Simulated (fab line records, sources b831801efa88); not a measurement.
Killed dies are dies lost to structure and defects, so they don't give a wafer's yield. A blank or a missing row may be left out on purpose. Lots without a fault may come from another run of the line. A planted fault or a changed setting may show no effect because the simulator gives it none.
Chamber matching | flow gf180mcu | GF_V1_ETCH_17 on rie_diel-04: 4 sister chambers
The step etches SiO2 in C4F8/O2/Ar, stops on TiN, target depth 630 nm. 4 wafers are shown with their chamber, then 7 later ones without.

WAFERS WITH THEIR CHAMBER
wafer  | chamber | oes_product_au (a.u.)
L668.3 | 2       | 0.871
L671.5 | 0       | 0.860
L673.2 | 1       | 0.854
L673.4 | 3       | 0.858

WAFERS WITHOUT THEIR CHAMBER
wafer  | oes_product_au (a.u.)
L673.5 | 0.856
L674.2 | 0.855
L674.3 | 0.863
L674.6 | 0.853
L675.2 | 0.843
L675.5 | 0.854
L675.6 | 0.852

WHICH CHAMBER EACH WENT THROUGH
wafer  | from the rows above               | in truth
L673.5 | can't be placed: 1 or 3 or 0      | 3
L674.2 | can't be placed: 1 or 3 or 0      | 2
L674.3 | can't be placed: 0 or 3 or 2 or 1 | 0
L674.6 | can't be placed: 1 or 3 or 0      | 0
L675.2 | can't be placed: 1 or 3 or 0      | 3
L675.5 | can't be placed: 1 or 3 or 0      | 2
L675.6 | can't be placed: 1 or 3 or 0      | 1
Placed correctly: 0 of 7. Can't be placed from these rows: 7 (the true chamber is among the candidates in 5). Placed wrongly: 0.
How it was worked out, from the rows above alone: a wafer's distance from a chamber is the root of the sum, over the readings, of the square of ((its reading less the chamber's mean) divided by the reading's scatter). The wafer belongs to the nearest chamber; if the next one is less than 2 further off, it can't be placed. A chamber's mean is the mean of its shown wafers. The scatter: with one shown wafer a chamber, the root of the mean of the squares of how far each hidden wafer lies from its nearest shown one.
